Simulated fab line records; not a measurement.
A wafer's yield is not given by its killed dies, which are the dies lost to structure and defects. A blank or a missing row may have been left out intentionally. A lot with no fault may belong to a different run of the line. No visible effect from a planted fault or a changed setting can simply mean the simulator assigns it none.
fab line records	flow gf180mcu
record: lots: 9	wafers: 26	last_day: 34
route steps=602 shown V4@491 V5@543
lots with no fault: from the same line, run without faults
start_h: hours from the record's opening day to when the first of the lot's shown wafers began	wait_h: hours since the lot's step before	" identical to the entry in the row above	L1.1+2: a single row standing in for several wafers	- no value, or no start given	* or withheld: withheld	< > ~ a bound
route shown NAME@n: names a module that has steps shown in the file, with the first one's number in the route	usual: average and standard deviation across the fault-free wafers	same: alike in all rows	chamber/n: place in a boat	sites: per-site readings	_std_site: standard deviation across them	_edge_site: outer sites' mean less inner sites'	radius_mm: how far each site lies from the wafer's centre	mask NAME#n: copy n	behind: the tool/chamber that last shaped the wafer	hold: reason for holding the lot/hours on hold/outcome of the hold	device: which transistor (n, p or np) failed to switch	end of line: the tests these same wafers got at the end of their route	where a step has no rows: the recipe by itself	killed: at the first sort, the dies lost to defects and structure; wafer yield is something else	map: per-die view of a wafer (x killed, . not killed, _ where there is no die)
set.NAME: the setting the step ran with; set.NAME@STEP: the setting that earlier step ran with	model.NAME: the simulator's own value behind a step, which no gauge read
route steps across a sampled set of lots; one table per step, one row per wafer
services: when a tool's chamber went out of use (start_h, in hours from the record's first day, below 0 if earlier), for how many hours, and the reason
== steps ==
step: GF_V4_OVL_MEAS_15
usual: V4_OVL: -2/6.1
lot.wafer	tool	chamber	start_h	wait_h	V4_OVL[nm]
L935.1	overlay-02	-	568.20	0.1	-4
L935.3	"	-	"	"	-6
L935.6	"	-	"	"	9
L936.2	overlay-02	-	569.85	0.1	-3
L936.4	"	-	"	"	-1
L936.5	"	-	"	"	3
L937.1	overlay-02	-	589.79	0.1	-7
L937.3	"	-	"	"	-6
L937.5	"	-	"	"	-13
L938.2	overlay-01	-	590.58	0.1	0
L938.4	"	-	"	"	-2
L938.5	"	-	"	"	-17
L939.1	overlay-01	-	594.59	0.1	-17
L939.3	"	-	"	"	-13
L939.5	"	-	"	"	-18
L940.3	overlay-02	-	602.10	0.1	7
L940.5	"	-	"	"	-3
L940.6	"	-	"	"	1
L946.1	overlay-02	-	657.32	0.1	-10
L946.6	"	-	"	"	3
L951.1	overlay-02	-	684.24	0.1	-5
L951.2	"	-	"	"	-4
L951.3	"	-	"	"	-8
L957.3	overlay-01	-	721.00	0.1	6
L957.4	"	-	"	"	-9
L957.6	"	-	"	"	-12
step: GF_V5_THK_MEAS_03
recipe: reads: SiO2_of_V5_CVD_02
usual: V5_CVD_02_THK: 1443/20
lot.wafer	tool	chamber	start_h	wait_h	V5_CVD_02_THK[nm]
L935.1	film_metro-02	-	613.64	0.1	1438
L935.3	"	-	"	"	1418
L935.6	"	-	"	"	1434
L936.2	film_metro-03	-	615.33	0.1	1445
L936.4	"	-	"	"	1475
L936.5	"	-	"	"	1466
L937.1	film_metro-04	-	634.82	0.1	1445
L937.3	"	-	"	"	1421
L937.5	"	-	"	"	1470
L938.2	film_metro-04	-	635.48	0.1	1423
L938.4	"	-	"	"	1417
L938.5	"	-	"	"	1474
L939.1	film_metro-04	-	639.32	0.1	1431
L939.3	"	-	"	"	1431
L939.5	"	-	"	"	1464
L940.3	film_metro-03	-	645.46	0.1	1418
L940.5	"	-	"	"	1458
L940.6	"	-	"	"	1450
L946.1	film_metro-03	-	698.37	0.1	1427
L946.6	"	-	"	"	1442
L951.1	film_metro-04	-	723.58	0.1	1433
L951.2	"	-	"	"	1409
L951.3	"	-	"	"	1445
L957.3	film_metro-04	-	757.50	0.1	1443
L957.4	"	-	"	"	1471
L957.6	"	-	"	"	1459
step: GF_V5_SPUTTER_22
recipe: material: TiN	target_thk_nm: 10	chamber_pressure_pa: 5	power_w: 4000	time_s: 40
usual: throttle_valve_pct: 30.3/0.86
lot.wafer	tool	chamber	start_h	wait_h	throttle_valve_pct
L935.1	pvd_sputter-04	-	635.51	0.0	29.2
L935.3	"	-	"	"	31.3
L935.6	"	-	"	"	30.9
L936.2	pvd_sputter-02	-	637.17	0.0	30.9
L936.4	"	-	"	"	30.0
L936.5	"	-	"	"	29.8
L937.1	pvd_sputter-03	-	655.97	0.0	30.2
L937.3	"	-	"	"	29.5
L937.5	"	-	"	"	29.8
L938.2	pvd_sputter-04	-	656.66	0.0	31.7
L938.4	"	-	"	"	29.3
L938.5	"	-	"	"	31.7
L939.1	pvd_sputter-04	-	661.01	0.0	31.5
L939.3	"	-	"	"	29.0
L939.5	"	-	"	"	30.2
L940.3	pvd_sputter-04	-	666.08	0.0	29.4
L940.5	"	-	"	"	31.5
L940.6	"	-	"	"	31.3
L946.1	pvd_sputter-02	-	717.84	0.0	29.9
L946.6	"	-	"	"	31.1
L951.1	pvd_sputter-02	-	742.53	0.0	29.6
L951.2	"	-	"	"	30.9
L951.3	"	-	"	"	29.1
L957.3	pvd_sputter-02	-	773.92	0.0	31.0
L957.4	"	-	"	"	29.0
L957.6	"	-	"	"	28.9
step: GF_V5_CVD_23
recipe: material: W	target_thk_nm: 350	time_s: 104.9	temp_c: 400	pressure_torr: 40
usual: heater_power_w: 859/85
lot.wafer	tool	chamber	start_h	wait_h	heater_power_w
L935.1	cvd_w-01	0	635.55	0.0	743
L935.3	"	1	"	"	989
L935.6	"	0	"	"	740
L936.2	cvd_w-01	1	637.21	0.0	961
L936.4	"	1	"	"	995
L936.5	"	0	"	"	763
L937.1	cvd_w-02	0	656.01	0.0	850
L937.3	"	1	"	"	869
L937.5	"	1	"	"	862
L938.2	cvd_w-01	1	656.70	0.0	973
L938.4	"	0	"	"	747
L938.5	"	0	"	"	729
L939.1	cvd_w-02	1	661.05	0.0	853
L939.3	"	1	"	"	848
L939.5	"	0	"	"	866
L940.3	cvd_w-02	0	666.15	0.1	865
L940.5	"	0	"	"	841
L940.6	"	1	"	"	865
L946.1	cvd_w-01	1	717.88	0.0	967
L946.6	"	1	"	"	981
L951.1	cvd_w-02	0	742.57	0.0	849
L951.2	"	1	"	"	844
L951.3	"	1	"	"	856
L957.3	cvd_w-02	0	773.99	0.1	843
L957.4	"	1	"	"	843
L957.6	"	1	"	"	862
step: GF_V5_RS_MEAS_24
recipe: thk_meas_gauge: four-point-probe	reads: W_of_V5_CVD_23+TiN_of_V5_SPUTTER_22+Ti_of_V5_SPUTTER_21
usual: V5_W_RS: 0.327/0.0033
lot.wafer	tool	chamber	start_h	wait_h	V5_W_RS[ohm/sq]
L935.1	film_metro-03	-	635.66	0.1	0.325
L935.3	"	-	"	"	0.322
L935.6	"	-	"	"	0.326
L936.2	film_metro-04	-	637.34	0.1	0.328
L936.4	"	-	"	"	0.328
L936.5	"	-	"	"	0.329
L937.1	film_metro-02	-	656.13	0.1	0.324
L937.3	"	-	"	"	0.327
L937.5	"	-	"	"	0.323
L938.2	film_metro-03	-	656.83	0.1	0.327
L938.4	"	-	"	"	0.327
L938.5	"	-	"	"	0.325
L939.1	film_metro-02	-	661.16	0.1	0.326
L939.3	"	-	"	"	0.326
L939.5	"	-	"	"	0.322
L940.3	film_metro-02	-	666.27	0.1	0.321
L940.5	"	-	"	"	0.326
L940.6	"	-	"	"	0.325
L946.1	film_metro-04	-	717.99	0.1	0.202
L946.6	"	-	"	"	0.328
L951.1	film_metro-03	-	742.68	0.1	0.333
L951.2	"	-	"	"	0.339
L951.3	"	-	"	"	0.334
L957.3	film_metro-03	-	774.11	0.1	0.329
L957.4	"	-	"	"	0.327
L957.6	"	-	"	"	0.332
step: GF_V5_THK_MEAS_25
recipe: thk_meas_gauge: xrf	reads: W_of_V5_CVD_23
usual: V5_W_THK: 344/3.7
lot.wafer	tool	chamber	start_h	wait_h	V5_W_THK[nm]
L935.1	film_metro-03	-	635.78	0.1	348
L935.3	"	-	"	"	350
L935.6	"	-	"	"	343
L936.2	film_metro-04	-	637.45	0.1	345
L936.4	"	-	"	"	348
L936.5	"	-	"	"	346
L937.1	film_metro-02	-	656.25	0.1	344
L937.3	"	-	"	"	342
L937.5	"	-	"	"	346
L938.2	film_metro-03	-	656.94	0.1	344
L938.4	"	-	"	"	344
L938.5	"	-	"	"	345
L939.1	film_metro-02	-	661.28	0.1	341
L939.3	"	-	"	"	341
L939.5	"	-	"	"	346
L940.3	film_metro-02	-	666.37	0.1	346
L940.5	"	-	"	"	342
L940.6	"	-	"	"	344
L946.1	film_metro-04	-	718.11	0.1	558
L946.6	"	-	"	"	349
L951.1	film_metro-03	-	742.80	0.1	332
L951.2	"	-	"	"	332
L951.3	"	-	"	"	334
L957.3	film_metro-03	-	774.21	0.1	342
L957.4	"	-	"	"	345
L957.6	"	-	"	"	339
step: GF_V5_CMP_26
recipe: stop_on: SiO2	down_force_psi: 3.5	platen_rpm: 60	t_overpolish_s: 15	target_thk_nm: 0	pad_velocity_m_s: 0.94248
usual: motor_current_A: 10.9/1.4	slurry_filter_dp_kPa: 13.51/0.13	time_to_endpoint_s: 86/4.1
lot.wafer	tool	chamber	start_h	wait_h	motor_current_A	slurry_filter_dp_kPa	time_to_endpoint_s
L935.3	cmp-02	2	635.89	0.1	13.4	13.44	91
L935.1	"	0	"	"	11.0	13.49	88
L935.6	"	2	"	"	12.9	13.56	91
L936.4	cmp-01	2	637.60	0.1	10.8	13.63	82
L936.2	"	3	"	"	9.1	13.67	88
L936.5	"	1	"	"	8.9	13.73	93
L937.1	cmp-02	0	656.36	0.1	10.7	13.52	88
L937.3	"	1	"	"	11.8	13.54	87
L937.5	"	0	"	"	11.7	13.46	93
L938.4	cmp-01	3	657.04	0.1	9.7	13.84	82
L938.2	"	0	"	"	11.1	13.54	87
L938.5	"	3	"	"	10.1	13.67	81
L939.3	cmp-02	1	661.44	0.1	11.5	13.62	86
L939.1	"	2	"	"	13.3	13.52	88
L939.5	"	0	"	"	11.1	13.34	87
L940.3	cmp-01	0	666.56	0.2	11.0	13.46	92
L940.5	"	0	"	"	11.0	13.51	87
L940.6	"	1	"	"	9.2	13.36	89
L946.1	cmp-02	3	718.32	0.2	9.1	13.45	132
L946.6	"	1	"	"	12.0	13.39	87
L951.2	cmp-01	3	742.96	0.1	9.8	13.73	78
L951.1	"	1	"	"	9.4	13.35	88
L951.3	"	2	"	"	11.0	13.61	80
L957.3	cmp-01	0	774.25	0.0	11.0	13.54	88
L957.4	"	2	"	"	11.0	13.64	81
L957.6	"	1	"	"	9.3	13.54	85
== services ==
tool	chamber	start_h	hours	kind
cvd_w-02	1	612.40	10.1	repair
pvd_sputter-04	-	623.62	3.3	repair
cmp-01	-	626.89	6.4	repair
pvd_sputter-02	3	642.56	-	consumable_replace:kit
pvd_sputter-02	3	642.56	18.0	scheduled_down
pvd_sputter-02	3	642.56	18.0	vent_cycle
cmp-01	-	650.79	0.3	repair
cmp-02	-	654.74	0.7	repair
cmp-02	-	665.92	6.6	pm
pvd_sputter-03	3	683.26	-	consumable_replace:kit
pvd_sputter-03	-	687.76	2.0	repair
cmp-02	-	701.79	13.8	pm
pvd_sputter-02	2	707.90	-	consumable_replace:kit
pvd_sputter-02	2	707.90	18.0	scheduled_down
pvd_sputter-02	2	707.90	18.0	vent_cycle
cmp-01	-	731.09	1.1	repair
cmp-02	-	738.91	1.8	repair
cmp-02	-	744.45	4.0	pm
cmp-02	-	748.45	-	consumable_replace:conditioner
cmp-02	-	748.45	-	consumable_replace:pad
pvd_sputter-04	0	762.22	-	consumable_replace:kit
pvd_sputter-04	0	762.22	18.0	scheduled_down
pvd_sputter-04	0	762.22	18.0	vent_cycle
cmp-02	-	762.77	1.3	repair
== key ==
first_sign: step: GF_V5_RS_MEAS_24	reading: V5_W_RS	direction: down	sigmas: 37	usual: 0.327	struck: 0.202
effect: step: GF_V5_THK_MEAS_25	reading: V5_W_THK	direction: up	sigmas: 58	usual: 344	struck: 558
effect: step: GF_V5_CMP_26	reading: time_to_endpoint_s	direction: up	sigmas: 11	usual: *	struck: *
met_at GF_V5_CVD_23
struck_lots L946
struck_wafers L946.1
not_acting_at GF_V4_OVL_MEAS_15,GF_V5_THK_MEAS_03,GF_V5_SPUTTER_22
onset_between 656.70 717.88
fault: kind: process_parameter_drift	tool: cvd_w-01	chamber: -	onset_h: 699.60	steps: GF_V5_CVD_23	channel: target_thk_nm	offset: 216.14	shape: step	end_h: 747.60	scope: struck_wafers_only	acts_in: these_recipes_only	stated: 350
